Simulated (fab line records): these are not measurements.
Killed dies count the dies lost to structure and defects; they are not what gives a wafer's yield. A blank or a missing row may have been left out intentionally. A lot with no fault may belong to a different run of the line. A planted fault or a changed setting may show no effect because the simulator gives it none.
Which of the tools did it? ; flow sky130 ; 11 lots, 33 wafers sampled, at 4 steps of a route of 708

WHAT THE GAUGES READ, wafer by wafer
SKY_SD_N_RS_MEAS_16: a four-point-probe measurement.
lot;measured;on;SD_N_RS (ohm/sq)
L895;day 28 00:23;filmMetro-01;68.54 68.32 68.30
L897;day 29 00:53;filmMetro-02;68.60 68.63 68.77
L899;day 29 17:20;filmMetro-01;68.52 68.56 68.32
L901;day 30 09:22;filmMetro-02;68.52 68.53 68.50
L902;day 30 17:07;filmMetro-02;68.75 68.70 68.79
L906;day 31 22:32;filmMetro-01;65.95 65.91 65.94
L908;day 32 21:25;filmMetro-02;66.31 66.13 66.12
L909;day 33 08:49;filmMetro-01;66.00 66.02 66.02
L915;day 34 23:43;filmMetro-02;68.78 68.67 68.67
L917;day 35 08:08;filmMetro-02;68.73 68.76 68.74
L916;day 35 10:37;filmMetro-03;68.58 68.66 68.50

TOOL THAT RAN EACH LOT (tool first, then ch and the chambers of the sampled wafers, then the start)
lot;SKY_SD_P_STRIP_10;SKY_SD_N_IMPLANT_09;SKY_SD_N_STRIP_11
L895;plasmaAsher-01 ch 0,1, day 25 12:56;implanter-01 ch 0, day 27 23:42;plasmaAsher-01 ch 0,1, day 27 23:59
L897;plasmaAsher-02 ch 1, day 26 14:14;implanter-01 ch 0, day 29 00:13;plasmaAsher-04 ch 0,1, day 29 00:29
L899;plasmaAsher-03 ch 0,1, day 27 06:54;implanter-04 ch 0, day 29 16:40;plasmaAsher-01 ch 0, day 29 16:56
L901;plasmaAsher-02 ch 0,1, day 28 00:08;implanter-04 ch 0, day 30 08:41;plasmaAsher-02 ch 0,1, day 30 08:57
L902;plasmaAsher-03 ch 0,1, day 28 08:17;implanter-04 ch 0, day 30 16:26;plasmaAsher-02 ch 0,1, day 30 16:44
L906;plasmaAsher-03 ch 0,1, day 29 13:48;implanter-04 ch 0, day 31 21:51;plasmaAsher-02 ch 0,1, day 31 22:08
L908;plasmaAsher-02 ch 0,1, day 30 13:33;implanter-04 ch 0, day 32 20:44;plasmaAsher-02 ch 0,1, day 32 21:02
L909;plasmaAsher-01 ch 0,1, day 31 02:41;implanter-04 ch 0, day 33 08:08;plasmaAsher-02 ch 0,1, day 33 08:26
L915;plasmaAsher-01 ch 0,1, day 32 17:53;implanter-01 ch 0, day 34 23:02;plasmaAsher-04 ch 0,1, day 34 23:18
L917;plasmaAsher-01 ch 1, day 33 02:44;implanter-03 ch 0, day 35 07:27;plasmaAsher-04 ch 0,1, day 35 07:45
L916;plasmaAsher-01 ch 0,1, day 33 05:29;implanter-04 ch 0, day 35 09:56;plasmaAsher-02 ch 0,1, day 35 10:14
- SKY_SD_P_STRIP_10: strips in O2/N2.
- SKY_SD_N_IMPLANT_09
- SKY_SD_N_STRIP_11: strips in O2/N2.

THE ANSWER, worked out from the rows above alone
Rule: the lots themselves supply what counts as usual. The widest of any qualifying gaps counts: lots, ordered by their means at a reading, are off when they make up no more than a third of the lots, leave a main group of 4 or more, and stand apart from it by 3 or more times the standard deviation of that group's means. A main group is skipped when, at the precision printed for the reading in the tables above, its means are all equal. Also off: a lot with no number at a reading for which 4 or more lots have one. All remaining lots with rows at the step are treated as sound.
Off: at SKY_SD_N_RS_MEAS_16 (SD_N_RS), L906, L908, L909. Main group: mean 68.60 ohm/sq, sd 0.13.
If a tool, at a process step before that reading, ran all the lots that are off and no sound lot after the first of them, it fits. The gauges at SKY_SD_N_RS_MEAS_16 are tried like those tools. None of those tried fits.

WHAT THE SIMULATOR HAD PUT IN
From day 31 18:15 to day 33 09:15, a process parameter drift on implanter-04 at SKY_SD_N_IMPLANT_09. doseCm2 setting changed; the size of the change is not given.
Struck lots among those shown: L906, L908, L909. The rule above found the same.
